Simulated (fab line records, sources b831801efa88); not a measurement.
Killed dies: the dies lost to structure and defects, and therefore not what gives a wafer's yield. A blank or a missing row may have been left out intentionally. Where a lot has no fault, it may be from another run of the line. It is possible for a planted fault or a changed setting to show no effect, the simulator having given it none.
Shared-tool check -- flow gf180mcu -- Sampled: 14 lots, 42 wafers

== WHY THIS WAS OPENED ==
Of 14 lots, 2 have the reading M3_ALCU_THK flagged at GF_M3_THK_MEAS_06. No-fault wafers: 439 nm, standard deviation 5.
Rule: a lot gets a flag if all its wafers with a number sit over 4 standard deviations from that mean, or if no wafer of it has a number. The other lots count as sound.

lot,measured,on,"M3_ALCU_THK (nm), wafer by wafer",flag
L958,day 20 18:08,film metro-01,438 436 438,
L959,day 21 03:50,film metro-04,438 438 438,
L961,day 21 20:25,film metro-04,482 482 487,FLAGGED
L962,day 22 09:49,film metro-04,493 489 494,FLAGGED
L964,day 23 02:07,film metro-03,450 448 447,
L970,day 25 03:29,film metro-04,436 437 446,
L971,day 25 06:34,film metro-04,432 430 430,
L972,day 25 19:05,film metro-04,437 434 435,
L973,day 25 22:56,film metro-04,434 437 437,
L974,day 26 06:44,film metro-03,433 434 436,
L976,day 26 21:47,film metro-04,433 432 436,
L978,day 27 13:25,film metro-04,435 435 435,
L979,day 27 19:37,film metro-04,443 443 437,
L980,day 28 03:11,film metro-04,435 442 441,
Average over the flagged lots: 488 nm; offset from the usual +49 nm, equal to +10 standard deviations.

== EACH LOT AND THE TOOL IT RAN ON ==
3 process steps preceding the reading are held in the record, out of 602 steps in the route. Every cell lists first the tool, next ch and the chambers used by the sampled wafers, and last the start.
lot,flag,GF_CONTACT_SPUTTER_23,GF_V2_CMP_26,GF_M3_SPUTTER_04
L958,,"pvd sputter-04, day 16 11:50","cmp-01 ch 0,1,3, day 20 17:30","pvd sputter-03, day 20 17:59"
L959,,"pvd sputter-02, day 16 21:22","cmp-01 ch 0,2,3, day 21 03:12","pvd sputter-01, day 21 03:41"
L961,FLAGGED,"pvd sputter-02, day 17 13:04","cmp-01 ch 0,1, day 21 19:50","pvd sputter-04, day 21 20:16"
L962,FLAGGED,"pvd sputter-04, day 18 02:53","cmp-01 ch 0,2, day 22 09:09","pvd sputter-01, day 22 09:38"
L964,,"pvd sputter-04, day 18 21:29","cmp-02 ch 2,3, day 23 01:27","pvd sputter-04, day 23 01:56"
L970,,"pvd sputter-02, day 21 01:07","cmp-02 ch 0,1,3, day 25 02:50","pvd sputter-01, day 25 03:19"
L971,,"pvd sputter-02, day 21 04:32","cmp-02 ch 1,3, day 25 05:55","pvd sputter-01, day 25 06:24"
L972,,"pvd sputter-04, day 21 19:07","cmp-02 ch 2,3, day 25 18:27","pvd sputter-01, day 25 18:56"
L973,,"pvd sputter-02, day 21 21:10","cmp-01 ch 2,3, day 25 22:21","pvd sputter-01, day 25 22:47"
L974,,"pvd sputter-04, day 22 07:52","cmp-02 ch 2,3, day 26 06:06","pvd sputter-04, day 26 06:35"
L976,,"pvd sputter-03, day 23 00:34","cmp-02 ch 2,3, day 26 21:08","pvd sputter-01, day 26 21:37"
L978,,"pvd sputter-04, day 23 18:16","cmp-02 ch 1,3, day 27 12:46","pvd sputter-03, day 27 13:15"
L979,,"pvd sputter-02, day 24 01:28","cmp-01 ch 0,1,2, day 27 19:02","pvd sputter-04, day 27 19:28"
L980,,"pvd sputter-02, day 24 10:26","cmp-01 ch 1,3, day 28 02:33","pvd sputter-03, day 28 03:02"
What these steps do:
- GF_CONTACT_SPUTTER_23: material TiN, target thk 10 nm, time 40 s.
- GF_V2_CMP_26: polishes, stops on SiO2, t overpolish 15 s, target thk 0 nm.
- GF_M3_SPUTTER_04: material TiN, target thk 50 nm, time 41.7 s.
- GF_M3_THK_MEAS_06: measures by xrf.

== FLAGGED AGAINST TOTAL, ONE TOOL AT A TIME (gauges that did the reading follow at the end) ==
step,tool,lots run,flagged,share of the flagged lots,sound lots run after its first flagged lot
GF_CONTACT_SPUTTER_23,pvd sputter-02,7,1,some,"5 (L970,L971,L973,L979,L980)"
GF_CONTACT_SPUTTER_23,pvd sputter-03,1,0,none,-
GF_CONTACT_SPUTTER_23,pvd sputter-04,6,1,some,"4 (L964,L972,L974,L978)"
GF_V2_CMP_26,cmp-01,7,2,all,"3 (L973,L979,L980)"
GF_V2_CMP_26,cmp-02,7,0,none,-
GF_M3_SPUTTER_04,pvd sputter-01,7,1,some,"5 (L970,L971,L972,L973,L976)"
GF_M3_SPUTTER_04,pvd sputter-03,3,0,none,-
GF_M3_SPUTTER_04,pvd sputter-04,4,1,some,"3 (L964,L974,L979)"
GF_M3_THK_MEAS_06,film metro-01,1,0,none,-
GF_M3_THK_MEAS_06,film metro-03,2,0,none,-
GF_M3_THK_MEAS_06,film metro-04,11,2,all,"8 (L970,L971,L972,L973,L976,L978,L979,L980)"

== WHAT THE TABLE ALLOWS ==
cmp-01 at GF_V2_CMP_26 and film metro-04 at GF_M3_THK_MEAS_06 are the 2 rows of the table that ran each flagged lot.
- cmp-01 at GF_V2_CMP_26: 2 of its 7 lots flagged. Sound lots followed the first flagged one (L973, L979, L980) on it, something a lasting fault affecting the whole tool could not allow.
- film metro-04 at GF_M3_THK_MEAS_06: 2 of its 11 lots flagged. Sound lots followed the first flagged one (L970, L971, L972, L973, L976, L978, L979, L980) on it, something a lasting fault affecting the whole tool could not allow.
None of the table's rows ran every flagged lot and, after the first, no sound lot.

== WHAT WAS PUT IN BY THE SIMULATOR ==
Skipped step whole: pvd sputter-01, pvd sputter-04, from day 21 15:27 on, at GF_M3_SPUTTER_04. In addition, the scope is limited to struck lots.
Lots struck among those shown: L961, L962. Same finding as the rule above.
